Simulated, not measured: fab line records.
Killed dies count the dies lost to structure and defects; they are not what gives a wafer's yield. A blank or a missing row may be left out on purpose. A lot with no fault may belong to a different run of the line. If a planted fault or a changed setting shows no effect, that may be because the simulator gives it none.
Which tool did it? -- flow sky130 -- 36 wafers from 12 lots sampled at 3 of the route's 708 steps

WHAT THE GAUGES SHOWED, per wafer
SKY_VIA2_THK_MEAS_01.
lot,measured,on,VIA2_HDPCVD_THK (nm)
L680,day 34 23:18,film metro-03,1193 1182 1179
L682,day 35 19:50,film metro-02,1180 1168 1167
L683,day 36 01:26,film metro-02,1174 1186 1191
L684,day 36 09:14,film metro-03,1179 1167 1168
L693,day 39 08:51,film metro-02,1175 1182 1169
L694,day 39 15:17,film metro-03,1153 1163 1169
L695,day 40 05:41,film metro-04,1195 1199 1206
L696,day 40 07:02,film metro-02,1159 1168 1179
L699,day 40 23:28,film metro-03,1188 1177 1178
L703,day 42 13:52,film metro-03,1177 1183 1184
L702,day 42 16:55,film metro-04,1186 1161 1159
L701,day 42 21:05,film metro-04,1175 1186 1192

SKY_VIA3_OVL_MEAS_13.
lot,measured,on,VIA3_OVL (nm)
L680,day 39 11:41,overlay-01,1 -1 3
L682,day 40 06:39,overlay-02,2 0 3
L683,day 40 12:05,overlay-01,4 9 -2
L684,day 40 18:20,overlay-02,-1 -1 0
L693,day 43 14:25,overlay-01,5 -3 -3
L694,day 43 19:10,overlay-02,-6 -4 5
L695,day 44 08:48,overlay-02,5 3 10
L696,day 44 08:56,overlay-01,-5 -2 -3
L699,day 45 00:17,overlay-01,-3 -1 -1
L703,day 46 10:32,overlay-02,-3 2 3
L702,day 46 12:59,overlay-01,-11 -4 -3
L701,day 46 18:02,overlay-02,-1 9 6

TOOL THAT RAN EACH LOT (tool first, then ch and the chambers of the sampled wafers, then the start)
lot,SKY_METAL3_SPUTTER_04
L680,"pvd sputter-03, day 36 03:50"
L682,"pvd sputter-04, day 36 23:41"
L683,"pvd sputter-04, day 37 05:26"
L684,"pvd sputter-01, day 37 13:10"
L693,"pvd sputter-01, day 40 12:26"
L694,"pvd sputter-03, day 40 17:47"
L695,"pvd sputter-03, day 41 08:16"
L696,"pvd sputter-01, day 41 09:13"
L699,"pvd sputter-04, day 42 01:41"
L703,"pvd sputter-03, day 43 15:50"
L702,"pvd sputter-04, day 43 17:35"
L701,"pvd sputter-01, day 43 22:14"
- SKY_METAL3_SPUTTER_04: material TiN, target thk 70 nm, time 58.3 s.

AS READ BY THE TOOLS THEMSELVES (means over the sampled wafers that have a number; for cases with no such wafer, the mark the record gives instead)
SKY_METAL3_SPUTTER_04.
lot,tool,cathode dc power W (W),throttle valve pct (%)
L680,pvd sputter-03,6500.2,30.2
L682,pvd sputter-04,6501.4,29.7
L683,pvd sputter-04,6499.3,30.8
L684,pvd sputter-01,6499.0,28.4
L693,pvd sputter-01,6499.8,28.8
L694,pvd sputter-03,6499.1,29.0
L695,pvd sputter-03,6499.0,29.4
L696,pvd sputter-01,6499.7,28.9
L699,pvd sputter-04,6499.2,30.1
L703,pvd sputter-03,6500.3,29.1
L702,pvd sputter-04,6499.6,29.1
L701,pvd sputter-01,6499.6,29.3

THE ANSWER, worked out from the rows above alone
Rule: usual is defined by the lots themselves. The widest of any qualifying gaps counts: lots, ordered by their means at a reading, are off when they make up no more than a third of the lots, leave a main group of 4 or more, and stand apart from it by 3 or more times the standard deviation of that group's means. A main group is skipped when, at the precision printed for the reading in the tables above, its means are all equal. A lot without any number at a reading at which 4 lots or more have one is off too. All remaining lots with rows at the step are treated as sound. Order of review: gauges by route order, followed by the tools' own readings, for which a lot's mean as printed above is used. The first step at which some lot is off is used, and at that step the reading that is off furthest; a lot without a number counts as furthest.
No lot is off on any of the readings shown, so nothing can be concluded from this.

WHAT THE SIMULATOR HAD PUT IN
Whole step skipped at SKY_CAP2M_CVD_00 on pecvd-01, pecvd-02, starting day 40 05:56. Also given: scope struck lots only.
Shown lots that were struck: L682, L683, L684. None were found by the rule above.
